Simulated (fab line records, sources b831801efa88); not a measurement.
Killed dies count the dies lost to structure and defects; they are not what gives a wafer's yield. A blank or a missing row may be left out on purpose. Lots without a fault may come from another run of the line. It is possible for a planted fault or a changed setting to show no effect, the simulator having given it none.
Which tool did it? || flow gf180mcu || Sampling: 15 lots, 42 wafers, 3 of 602 route steps

## WHAT EACH GAUGE READ, for each wafer
GF_HV_LDD_THK_MEAS_55.
{"lot": "L987", "measured": "day 12 08:56", "on": "film metro-03", "HV_LDD_CVD_54_THK (nm)": "10.12 10.12 10.08"}
{"lot": "L988", "measured": "day 12 13:31", "on": "film metro-04", "HV_LDD_CVD_54_THK (nm)": "9.83 9.94 9.86"}
{"lot": "L989", "measured": "day 12 23:50", "on": "film metro-02", "HV_LDD_CVD_54_THK (nm)": "9.97 10.02 9.83"}
{"lot": "L990", "measured": "day 13 09:05", "on": "film metro-03", "HV_LDD_CVD_54_THK (nm)": "10.04 10.08 10.06"}
{"lot": "L991", "measured": "day 13 15:26", "on": "film metro-03", "HV_LDD_CVD_54_THK (nm)": "10.00 9.99 9.92"}
{"lot": "L992", "measured": "day 14 00:04", "on": "film metro-04", "HV_LDD_CVD_54_THK (nm)": "9.90 9.85 9.83"}
{"lot": "L993", "measured": "day 14 10:08", "on": "film metro-04", "HV_LDD_CVD_54_THK (nm)": "9.98 10.04 10.06"}
{"lot": "L100", "measured": "day 17 03:54", "on": "film metro-03", "HV_LDD_CVD_54_THK (nm)": "10.04 10.00"}
{"lot": "L101", "measured": "day 17 04:55", "on": "film metro-03", "HV_LDD_CVD_54_THK (nm)": "9.96 10.07"}
{"lot": "L102", "measured": "day 17 17:08", "on": "film metro-02", "HV_LDD_CVD_54_THK (nm)": "10.05 9.94"}
{"lot": "L105", "measured": "day 18 16:10", "on": "film metro-04", "HV_LDD_CVD_54_THK (nm)": "10.01 10.02 9.99"}
{"lot": "L106", "measured": "day 19 07:44", "on": "film metro-03", "HV_LDD_CVD_54_THK (nm)": "10.28 10.17 10.22"}
{"lot": "L107", "measured": "day 19 09:15", "on": "film metro-04", "HV_LDD_CVD_54_THK (nm)": "9.99 10.16 9.96"}
{"lot": "L108", "measured": "day 19 22:31", "on": "film metro-03", "HV_LDD_CVD_54_THK (nm)": "9.72 9.87 9.69"}
{"lot": "L109", "measured": "day 20 02:13", "on": "film metro-03", "HV_LDD_CVD_54_THK (nm)": "10.02 9.96 9.93"}

GF_NSD_TW_MEAS_12.
{"lot": "L987", "measured": "day 13 05:44", "on": "film metro-04", "NSD_TW": "4175 4177 4184"}
{"lot": "L988", "measured": "day 13 10:38", "on": "film metro-04", "NSD_TW": "4161 4190 4157"}
{"lot": "L989", "measured": "day 13 21:07", "on": "film metro-03", "NSD_TW": "4202 4209 4193"}
{"lot": "L990", "measured": "day 14 06:58", "on": "film metro-03", "NSD_TW": "4201 4200 4205"}
{"lot": "L991", "measured": "day 14 13:41", "on": "film metro-03", "NSD_TW": "4215 4225 4216"}
{"lot": "L992", "measured": "day 14 21:54", "on": "film metro-03", "NSD_TW": "4215 4207 4214"}
{"lot": "L993", "measured": "day 15 09:31", "on": "film metro-03", "NSD_TW": "4222 4207 4230"}
{"lot": "L100", "measured": "day 18 05:49", "on": "film metro-01", "NSD_TW": "4221 4221"}
{"lot": "L101", "measured": "day 18 07:22", "on": "film metro-03", "NSD_TW": "4229 4170"}
{"lot": "L102", "measured": "day 18 19:23", "on": "film metro-01", "NSD_TW": "4231 4246"}
{"lot": "L105", "measured": "day 19 18:42", "on": "film metro-03", "NSD_TW": "4229 4232 4216"}
{"lot": "L106", "measured": "day 20 10:18", "on": "film metro-03", "NSD_TW": "4228 4212 4200"}
{"lot": "L107", "measured": "day 20 11:31", "on": "film metro-01", "NSD_TW": "4245 4243 4241"}
{"lot": "L108", "measured": "day 21 00:33", "on": "film metro-01", "NSD_TW": "4180 4201 4193"}
{"lot": "L109", "measured": "day 21 03:46", "on": "film metro-04", "NSD_TW": "4191 4181 4184"}

GF_PSD_RS_MEAS_14: measurement is done with a four-point probe.
{"lot": "L987", "measured": "day 14 02:35", "on": "film metro-01", "NSD_RS (ohm/sq)": "46.12 46.20 46.16"}
{"lot": "L988", "measured": "day 14 06:53", "on": "film metro-01", "NSD_RS (ohm/sq)": "46.04 46.09 46.12"}
{"lot": "L989", "measured": "day 14 17:58", "on": "film metro-04", "NSD_RS (ohm/sq)": "46.11 46.10 46.10"}
{"lot": "L990", "measured": "day 15 04:21", "on": "film metro-03", "NSD_RS (ohm/sq)": "46.04 46.13 46.09"}
{"lot": "L991", "measured": "day 15 10:27", "on": "film metro-03", "NSD_RS (ohm/sq)": "46.14 46.16 46.16"}
{"lot": "L992", "measured": "day 15 18:51", "on": "film metro-01", "NSD_RS (ohm/sq)": "46.11 46.15 46.20"}
{"lot": "L993", "measured": "day 16 06:26", "on": "film metro-01", "NSD_RS (ohm/sq)": "46.01 45.98 45.96"}
{"lot": "L100", "measured": "day 19 05:42", "on": "film metro-03", "NSD_RS (ohm/sq)": "46.24 46.17"}
{"lot": "L101", "measured": "day 19 08:19", "on": "film metro-01", "NSD_RS (ohm/sq)": "46.11 46.06"}
{"lot": "L102", "measured": "day 19 20:00", "on": "film metro-01", "NSD_RS (ohm/sq)": "46.18 46.11"}
{"lot": "L105", "measured": "day 20 19:25", "on": "film metro-01", "NSD_RS (ohm/sq)": "46.03 46.04 46.19"}
{"lot": "L106", "measured": "day 21 10:24", "on": "film metro-04", "NSD_RS (ohm/sq)": "46.12 46.26 46.21"}
{"lot": "L107", "measured": "day 21 12:05", "on": "film metro-03", "NSD_RS (ohm/sq)": "46.06 46.14 46.00"}
{"lot": "L108", "measured": "day 22 00:16", "on": "film metro-03", "NSD_RS (ohm/sq)": "46.23 46.26 46.15"}
{"lot": "L109", "measured": "day 22 03:47", "on": "film metro-01", "NSD_RS (ohm/sq)": "46.17 46.18 46.26"}

## WHAT TOOL EACH LOT RAN ON (gives the tool, then ch and the chambers of the sampled wafers, and finally the start)
The record holds no process step before these readings.

## AS READ BY THE TOOLS THEMSELVES (means over the sampled wafers that have a number; for cases with no such wafer, the mark the record gives instead)
The record holds no such reading with a usual standard deviation.

## THE ANSWER, worked out from the rows above alone
Rule: usual is defined by the lots themselves. Put in order of their means at a reading, lots are off if they are a third of the lots or fewer, leave a main group of 4 or more, and stand apart from it by a gap of 3 or more times the standard deviation of the main group's means; of several such gaps the widest counts. The tables above print the reading to a certain number of digits; a main group whose means all agree to those digits is not used. A lot without any number at a reading at which 4 lots or more have one is off too. The other lots that the step has rows for count as sound. Order of review: gauges by route order, followed by the tools' own readings, for which a lot's mean as printed above is used. The first step at which some lot is off is used, and at that step the reading that is off furthest; a lot without a number counts as furthest.
Across all readings shown, no lot is off: no conclusion can be drawn from this.

## WHAT HAD BEEN PUT IN BY THE SIMULATOR
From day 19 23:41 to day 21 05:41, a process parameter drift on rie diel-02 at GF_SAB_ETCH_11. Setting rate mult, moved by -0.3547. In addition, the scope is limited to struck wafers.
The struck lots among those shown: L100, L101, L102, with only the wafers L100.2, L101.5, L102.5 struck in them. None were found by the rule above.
